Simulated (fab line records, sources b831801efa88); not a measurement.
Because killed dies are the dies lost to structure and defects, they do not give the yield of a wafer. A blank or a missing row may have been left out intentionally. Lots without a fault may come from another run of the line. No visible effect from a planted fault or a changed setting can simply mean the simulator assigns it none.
The tool behind it: which one? -- flow gf180mcu -- Sampling: 13 lots, 39 wafers, 5 of 602 route steps

== WHAT EACH GAUGE READ, for each wafer ==
GF_PSD_CD_MEAS_07: target cd 400 nm. Usual: cd nm reads 399.8 nm (standard deviation 2.2).
lot,measured,on,cd nm (nm),flag
L264,day 15 00:52,cd sem-01,399.1 399.0 400.2,
L266,day 15 23:19,cd sem-02,400.6 401.9 401.8,
L267,day 16 07:17,cd sem-01,399.5 400.1 399.3,
L268,day 16 19:56,cd sem-02,404.0 403.7 402.0,
L269,day 17 03:34,cd sem-01,398.4 395.9 396.9,
L270,day 17 09:28,cd sem-02,397.9 396.9 397.9,
L271,day 17 22:59,cd sem-02,399.9 400.7 401.0,
L274,day 18 22:55,cd sem-01,400.9 400.8 399.9,
L278,day 20 06:54,cd sem-01,397.7 396.8 398.8,
L281,day 21 09:08,cd sem-02,396.4 398.4 398.8,
L282,day 21 10:43,cd sem-02,404.0 406.2 402.6,
L283,day 21 18:40,cd sem-02,395.4 396.5 396.6,
L284,day 22 06:19,cd sem-02,402.1 402.1 401.4,

GF_M1_RS_MEAS_05: measures by four-point-probe. Usual: for M1_ALCU_RS the level is 0.0696 ohm/sq and the standard deviation is 0.0006.
lot,measured,on,M1_ALCU_RS (ohm/sq),flag
L264,day 17 00:41,film metro-02,0.0706 0.0701 0.0700,
L266,day 18 02:18,film metro-02,0.0684 0.0686 0.0680,
L267,day 18 08:57,film metro-02,0.0698 0.0697 0.0696,
L268,day 18 23:18,film metro-03,0.0696 0.0697 0.0694,
L269,day 19 06:19,film metro-03,0.0692 0.0687 0.0697,
L270,day 19 13:41,film metro-01,0.0703 0.0704 0.0700,
L271,day 20 03:32,film metro-03,0.0692 0.0692 0.0699,
L274,day 21 03:17,film metro-01,0.0707 0.0705 0.0705,
L278,day 22 10:19,film metro-03,0.0691 0.0694,
L281,day 23 12:06,film metro-01,0.0695 0.0693 0.0698,
L282,day 23 13:20,film metro-02,0.0702 0.0696 0.0696,
L283,day 23 19:53,film metro-01,0.0688 0.0685 0.0694,
L284,day 24 06:55,film metro-02,0.0687 0.0686 0.0691,

== WHAT TOOL EACH LOT RAN ON (gives the tool, then ch and the chambers of the sampled wafers, and finally the start) ==
lot,GF_CONTACT_ETCH_17,GF_CONTACT_STRIP_18,GF_CONTACT_SPUTTER_23
L264,"rie diel-01 ch 1,2,3, day 16 23:00","plasma asher-01 ch 0,1, day 16 23:11","pvd sputter-03, day 16 23:32"
L266,"rie diel-02 ch 0,1,2, day 18 00:00","plasma asher-02 ch 0,1, day 18 00:56","pvd sputter-03, day 18 01:17"
L267,"rie diel-04 ch 0,2,3, day 18 07:00","plasma asher-04 ch 0,1, day 18 07:44","pvd sputter-04, day 18 08:05"
L268,"rie diel-04 ch 0,3, day 18 21:00","plasma asher-02 ch 0, day 18 21:59","pvd sputter-02, day 18 22:26"
L269,"rie diel-02 ch 0,1,3, day 19 04:00","plasma asher-02 ch 0,1, day 19 05:07","pvd sputter-03, day 19 05:26"
L270,"rie diel-01 ch 0,1, day 19 12:00","plasma asher-04 ch 0,1, day 19 12:25","pvd sputter-04, day 19 12:46"
L271,"rie diel-04 ch 0,1,2, day 20 02:00","plasma asher-02 ch 0,1, day 20 02:19","pvd sputter-03, day 20 02:41"
L274,"rie diel-04 ch 0,1,3, day 21 01:00","plasma asher-01 ch 0,1, day 21 02:05","pvd sputter-04, day 21 02:26"
L278,"rie diel-02 ch 0,2,3, day 22 08:00","plasma asher-02 ch 0,1, day 22 09:01","pvd sputter-04, day 22 09:26"
L281,"rie diel-04 ch 0,2,3, day 23 10:00","plasma asher-02 ch 0,1, day 23 10:52","pvd sputter-02, day 23 11:14"
L282,"rie diel-01 ch 1,2,3, day 23 12:00","plasma asher-01 ch 0,1, day 23 12:07","pvd sputter-02, day 23 12:29"
L283,"rie diel-04 ch 0,2,3, day 23 18:00","plasma asher-01 ch 0,1, day 23 18:41","pvd sputter-02, day 23 19:03"
L284,"rie diel-04 ch 0,3, day 24 05:00","plasma asher-04 ch 0,1, day 24 05:41","pvd sputter-02, day 24 06:04"
- GF_CONTACT_ETCH_17: etches SiO2 in C4F8/O2/Ar, stops on CoSi2, target depth 860 nm.
- GF_CONTACT_STRIP_18: strips in O2/N2.
- GF_CONTACT_SPUTTER_23: material TiN, target thk 10 nm, time 40 s.

== AS READ BY THE TOOLS THEMSELVES (means over the sampled wafers that have a number; for cases with no such wafer, the mark the record gives instead) ==
GF_CONTACT_ETCH_17. Usual: oes product au reads 0.815 a.u. (standard deviation 0.005).
lot,tool,oes product au (a.u.),flag
L264,rie diel-01,0.813,
L266,rie diel-02,0.816,
L267,rie diel-04,0.810,
L268,rie diel-04,0.816,
L269,rie diel-02,0.814,
L270,rie diel-01,0.816,
L271,rie diel-04,0.811,
L274,rie diel-04,0.819,
L278,rie diel-02,0.813,
L281,rie diel-04,0.816,
L282,rie diel-01,0.815,
L283,rie diel-04,0.816,
L284,rie diel-04,0.810,

GF_CONTACT_STRIP_18. Usual: drypump motor current A 5.45 A, standard deviation 0.25; heater power w 321 W, standard deviation 16; o2 flow sccm 3000 sccm, standard deviation 8.4; oes product au 0.580 a.u., standard deviation 0.0051; platen temp c 250.05 C, standard deviation 0.18.
lot,tool,drypump motor current A (A),heater power w (W),o2 flow sccm (sccm),oes product au (a.u.),platen temp c (C),flag
L264,plasma asher-01,5.86,314,2998,0.577,249.91,
L266,plasma asher-02,5.37,339,2996,0.585,249.97,
L267,plasma asher-04,5.29,315,3001,0.578,249.97,
L268,plasma asher-02,5.65,310,3007,0.580,250.11,
L269,plasma asher-02,5.48,321,2998,0.582,250.20,
L270,plasma asher-04,5.30,314,2995,0.575,250.12,
L271,plasma asher-02,5.37,340,3003,0.576,250.05,
L274,plasma asher-01,5.89,313,2994,0.579,250.27,
L278,plasma asher-02,5.38,339,3005,0.585,250.08,
L281,plasma asher-02,5.37,338,2993,0.573,250.00,
L282,plasma asher-01,5.73,311,2997,0.576,250.10,
L283,plasma asher-01,5.75,307,3003,0.574,250.20,
L284,plasma asher-04,5.28,310,3001,0.579,250.17,

GF_CONTACT_SPUTTER_23. Usual: throttle valve pct reads 29.8 % (standard deviation 0.7).
lot,tool,throttle valve pct (%),flag
L264,pvd sputter-03,30.0,
L266,pvd sputter-03,30.2,
L267,pvd sputter-04,29.8,
L268,pvd sputter-02,29.6,
L269,pvd sputter-03,30.0,
L270,pvd sputter-04,29.8,
L271,pvd sputter-03,29.9,
L274,pvd sputter-04,29.4,
L278,pvd sputter-04,29.7,
L281,pvd sputter-02,30.4,
L282,pvd sputter-02,29.9,
L283,pvd sputter-02,29.6,
L284,pvd sputter-02,29.8,

== THE ANSWER, worked out from the rows above alone ==
Rule: take the mean of a lot's wafers that have a number; if it is more than 3 standard deviations from the usual mean, the lot is off. A lot without any number at a reading at which 4 lots or more have one is off too. The other lots that the step has rows for count as sound. Order of review: gauges by route order, followed by the tools' own readings, for which a lot's mean as printed above is used. The first step at which some lot is off is used, and at that step the reading that is off furthest; a lot without a number counts as furthest.
None of the lots is off at any reading shown; this tells nothing.

== WHAT HAD BEEN PUT IN BY THE SIMULATOR ==
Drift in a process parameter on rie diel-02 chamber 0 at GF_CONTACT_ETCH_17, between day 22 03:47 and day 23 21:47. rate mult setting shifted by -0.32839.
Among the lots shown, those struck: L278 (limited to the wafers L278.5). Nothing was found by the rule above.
